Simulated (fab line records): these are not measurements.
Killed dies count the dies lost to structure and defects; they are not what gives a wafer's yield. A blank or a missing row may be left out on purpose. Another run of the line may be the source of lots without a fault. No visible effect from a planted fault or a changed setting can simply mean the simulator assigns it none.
Struck lot and sound lot, side by side	flow gf180mcu	21 steps out of a route of 602
Sound: wafers L229.1, L229.5, L229.6. Wafers L243.1, L243.2, L243.4 were the ones struck. The cause is given at the end.
Each step with rows lists, per side, the tool, then ch with its chambers, then its first start. Under that, the readings that differ: sound wafers	struck wafers	difference of the means	sigmas: that difference in standard deviations of wafers without a fault.
alike: same words and numbers on both sides, and readings whose means sit less than 2 such deviations apart. not compared: any withheld reading, any reading some wafer has no value for, any bound like >300 that may hide the same value, and any number with overlapping values for which the record gives no deviation.
Wherever a step has rows on one side only, a row that says differs or no value, or a row with sigmas, the two part there. Numbers that don't overlap but have no deviation are shown without sigmas and don't part them. Lack of a reading on every wafer of one side parts them only where that side has two or more wafers.

first, 3 steps without rows for these wafers: GF_MVSD_EXPOSE_04 (exposes mask MVSD, target cd 1000 nm); GF_MVSD_PEB_05; GF_MVSD_DEVELOP_06 (develop time 60 s).
GF_MVSD_OVL_MEAS_07:
  sound on overlay-02, day 4 19:54; struck on overlay-01, day 8 08:32
  alike: MVSD_OVL
then, 2 steps without rows for these wafers: GF_MVSD_IMPLANT_08; GF_MVSD_IMPLANT_09.
GF_MVSD_STRIP_10: strips in O2/N2.
  sound on plasma-asher-02 ch 0,1, day 4 20:14; struck on plasma-asher-04 ch 0,1, day 8 08:52
  alike: drypump-motor-current-A, heater-power-w, oes-product-au, strip-time-to-endpoint-s
  not compared: rf-hours-counter-h
GF_MVSD_TW_MEAS_11:
  sound on film-metro-01, day 4 20:20; struck on film-metro-04, day 8 08:58
  alike: MVSD_TW
then, 4 steps without rows for these wafers: GF_MVPSD_DEHYDRATE_00 (time 60 s); GF_MVPSD_HMDS_01 (prime time 60 s); GF_MVPSD_COAT_02 (resist thk 3000 nm); GF_MVPSD_SOFTBAKE_03.
GF_MVPSD_EXPOSE_04: exposes mask MVPSD, target cd 1000 nm.
  sound on iline-stepper-02 ch 0, day 5 03:40; struck on iline-stepper-02 ch 0, day 8 17:20
reading	sound	struck	difference	sigmas
mask	MVPSD#0 MVPSD#0 MVPSD#0	LVPWELL_LV_AREA#0 LVPWELL_LV_AREA#0 LVPWELL_LV_AREA#0	differs	
then, 2 steps without rows for these wafers: GF_MVPSD_PEB_05; GF_MVPSD_DEVELOP_06 (develop time 60 s).
GF_MVPSD_OVL_MEAS_07:
  sound on overlay-02, day 5 10:35; struck on overlay-01, day 9 00:59
reading	sound	struck	difference	sigmas
MVPSD_OVL (nm)	-0.4 0.2 0.1	- - -	no value on the struck wafers	
then, 2 steps without rows for these wafers: GF_MVPSD_IMPLANT_08; GF_MVPSD_IMPLANT_09.
GF_MVPSD_STRIP_10: strips in O2/N2.
  sound on plasma-asher-03 ch 0,1, day 5 10:56; struck on plasma-asher-04 ch 0,1, day 9 01:19
  alike: drypump-motor-current-A, heater-power-w, oes-product-au, strip-time-to-endpoint-s
  not compared: rf-hours-counter-h
GF_MVPSD_TW_MEAS_11:
  sound on film-metro-04, day 5 11:02; struck on film-metro-01, day 9 01:39
reading	sound	struck	difference	sigmas
MVPSD_TW	548 547 545	30 30 30	-517	-91
  not compared: hold
then, 1 step without rows for these wafers: GF_PASSIVATION_PROBE_99.

## WHERE THEY PART
First at GF_MVPSD_EXPOSE_04; last, within this record, at GF_MVPSD_TW_MEAS_11.

WHY: what had been put in by the simulator
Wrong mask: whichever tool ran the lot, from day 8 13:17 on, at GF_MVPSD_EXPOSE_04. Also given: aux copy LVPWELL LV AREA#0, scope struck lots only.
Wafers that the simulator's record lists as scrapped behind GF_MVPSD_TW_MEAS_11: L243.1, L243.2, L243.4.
